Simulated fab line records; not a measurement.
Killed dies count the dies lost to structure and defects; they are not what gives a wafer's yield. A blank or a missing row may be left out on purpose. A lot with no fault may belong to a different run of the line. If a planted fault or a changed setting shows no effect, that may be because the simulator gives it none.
Which tool did it? -- flow sky130 -- 14 lots with 42 wafers sampled at 4 steps, on a route of 708 steps

## WHAT EACH GAUGE READ, for each wafer
The record lacks any reading of a measuring or inspecting step that a usual standard deviation could be used to judge.

## WHICH TOOL RAN EACH LOT (tool, then ch and the chambers of the sampled wafers, then the start)
lot,SKY_VIA2_SPUTTER_20,SKY_VIA2_CVD_21,SKY_VIA2_CMP_24,SKY_METAL3_SPUTTER_03
L770,"pvd_sputter-03, day 36 02:02","cvd_w-01 ch 0,1, day 36 02:06","cmp-02 ch 1,2,3, day 36 02:25","pvd_sputter-01, day 36 02:48"
L772,"pvd_sputter-01, day 36 19:49","cvd_w-02 ch 1, day 36 19:53","cmp-01 ch 0,1, day 36 20:11","pvd_sputter-04, day 36 20:35"
L773,"pvd_sputter-03, day 37 10:18","cvd_w-01 ch 0,1, day 37 10:22","cmp-02 ch 1,3, day 37 10:43","pvd_sputter-04, day 37 11:04"
L776,"pvd_sputter-02, day 38 03:50","cvd_w-02 ch 0,1, day 38 03:54","cmp-01 ch 0,1,2, day 38 04:13",-
L775,"pvd_sputter-02, day 38 16:01","cvd_w-02 ch 0,1, day 38 16:05","cmp-02 ch 0,1,3, day 38 16:26",-
L779,"pvd_sputter-03, day 39 09:07","cvd_w-01 ch 0,1, day 39 09:13","cmp-01 ch 0,1,3, day 39 09:32","pvd_sputter-01, day 39 09:52"
L780,"pvd_sputter-02, day 39 14:59","cvd_w-01 ch 0, day 39 15:08","cmp-01 ch 0,1,3, day 39 15:35","pvd_sputter-04, day 39 15:53"
L783,"pvd_sputter-03, day 40 08:46","cvd_w-02 ch 1, day 40 08:50","cmp-02 ch 1,2, day 40 09:08","pvd_sputter-04, day 40 09:32"
L784,"pvd_sputter-02, day 40 19:52","cvd_w-02 ch 0,1, day 40 19:56","cmp-01 ch 1,2,3, day 40 20:14","pvd_sputter-04, day 40 20:38"
L786,"pvd_sputter-01, day 41 08:52","cvd_w-02 ch 0,1, day 41 08:56","cmp-02 ch 0,3, day 41 09:14","pvd_sputter-02, day 41 09:38"
L787,"pvd_sputter-01, day 41 16:19","cvd_w-01 ch 0,1, day 41 16:22","cmp-02 ch 2,3, day 41 16:44","pvd_sputter-04, day 41 17:04"
L788,"pvd_sputter-03, day 41 23:34","cvd_w-01 ch 0,1, day 41 23:37","cmp-02 ch 1,2,3, day 41 23:56","pvd_sputter-02, day 42 00:19"
L790,"pvd_sputter-01, day 42 18:14","cvd_w-01 ch 0,1, day 42 18:17","cmp-01 ch 1,2,3, day 42 18:39","pvd_sputter-04, day 42 18:59"
L791,"pvd_sputter-03, day 42 20:13","cvd_w-01 ch 1, day 42 20:16","cmp-01 ch 0,1,3, day 42 20:41","pvd_sputter-02, day 42 20:58"
- SKY_VIA2_SPUTTER_20: material TiN, target thk 20 nm, time 80 s.
- SKY_VIA2_CVD_21: deposits W, target thk 420 nm, time 126.4 s.
- SKY_VIA2_CMP_24: polishes, stops on SiO2, t overpolish 20 s, target thk 0 nm.
- SKY_METAL3_SPUTTER_03: material Ti, target thk 5 nm, time 3.3 s.

## WHAT THE TOOLS THEMSELVES READ (means of the sampled wafers that have a number; where no wafer has one, the mark that the record gives instead)
SKY_VIA2_SPUTTER_20.
lot,tool,cathode_dc_power_W (W),chamber_pressure_pa (Pa),throttle_valve_pct (%)
L770,pvd_sputter-03,3999.4,4.993,30.4
L772,pvd_sputter-01,4000.1,4.997,29.3
L773,pvd_sputter-03,4000.1,5.002,30.7
L776,pvd_sputter-02,-,-,-
L775,pvd_sputter-02,-,-,-
L779,pvd_sputter-03,3999.7,5.002,30.7
L780,pvd_sputter-02,4000.6,5.001,30.3
L783,pvd_sputter-03,4000.1,5.006,30.3
L784,pvd_sputter-02,3999.5,5.001,29.7
L786,pvd_sputter-01,4000.2,5.004,30.2
L787,pvd_sputter-01,3999.6,4.991,28.5
L788,pvd_sputter-03,3999.9,5.002,30.2
L790,pvd_sputter-01,3999.9,5.001,29.0
L791,pvd_sputter-03,4000.3,5.002,30.3

SKY_VIA2_CVD_21.
lot,tool,chamber_pressure_Torr (Torr),heater_power_w (W)
L770,cvd_w-01,39.95,839
L772,cvd_w-02,39.96,782
L773,cvd_w-01,39.99,871
L776,cvd_w-02,40.02,803
L775,cvd_w-02,39.99,815
L779,cvd_w-01,40.08,833
L780,cvd_w-01,40.08,867
L783,cvd_w-02,40.01,800
L784,cvd_w-02,40.00,809
L786,cvd_w-02,39.91,811
L787,cvd_w-01,39.98,830
L788,cvd_w-01,39.95,838
L790,cvd_w-01,40.04,856
L791,cvd_w-01,40.02,801

SKY_VIA2_CMP_24.
lot,tool,motor_current_A (A)
L770,cmp-02,10.3
L772,cmp-01,11.5
L773,cmp-02,10.8
L776,cmp-01,10.8
L775,cmp-02,10.9
L779,cmp-01,11.5
L780,cmp-01,11.6
L783,cmp-02,9.8
L784,cmp-01,11.4
L786,cmp-02,10.0
L787,cmp-02,9.8
L788,cmp-02,10.4
L790,cmp-01,11.8
L791,cmp-01,11.8

SKY_METAL3_SPUTTER_03.
lot,tool,cathode_dc_power_W (W),chamber_pressure_pa (Pa),throttle_valve_pct (%)
L770,pvd_sputter-01,3000.4,0.4000,30.2
L772,pvd_sputter-04,2999.9,0.3996,30.2
L773,pvd_sputter-04,3000.0,0.3993,30.9
L779,pvd_sputter-01,2999.5,0.3998,29.8
L780,pvd_sputter-04,2999.9,0.4001,30.5
L783,pvd_sputter-04,3000.2,0.3997,30.3
L784,pvd_sputter-04,2999.5,0.4002,30.3
L786,pvd_sputter-02,3000.0,0.3998,29.4
L787,pvd_sputter-04,2999.7,0.3998,30.9
L788,pvd_sputter-02,3000.1,0.4003,29.1
L790,pvd_sputter-04,3000.1,0.3996,30.9
L791,pvd_sputter-02,3000.1,0.4005,29.1

## THE ANSWER, worked out from the rows above alone
Rule: the lots themselves supply what counts as usual. The widest of any qualifying gaps counts: lots, ordered by their means at a reading, are off when they make up no more than a third of the lots, leave a main group of 4 or more, and stand apart from it by 3 or more times the standard deviation of that group's means. Not used: any main group whose means are identical at the precision the tables above print for the reading. A lot without any number at a reading at which 4 lots or more have one is off too. Where the step has rows for the other lots, those lots are counted as sound. The gauges are gone through in route order, then the tools' own readings, and for those a lot's mean is taken as printed above. At the first step where some lot is off, the reading lying furthest off is the one used; lots without a number count as furthest.
Off: L776, L775, at SKY_VIA2_SPUTTER_20 (cathode_dc_power_W). Without a number there: L776, L775. Main group: mean 3999.9 W, sd 0.34.
A tool fits if, at that step or a process step before it, it ran every lot that is off, and no sound lot after the first of them. None of those tried fits.

## WHAT WAS PUT IN BY THE SIMULATOR
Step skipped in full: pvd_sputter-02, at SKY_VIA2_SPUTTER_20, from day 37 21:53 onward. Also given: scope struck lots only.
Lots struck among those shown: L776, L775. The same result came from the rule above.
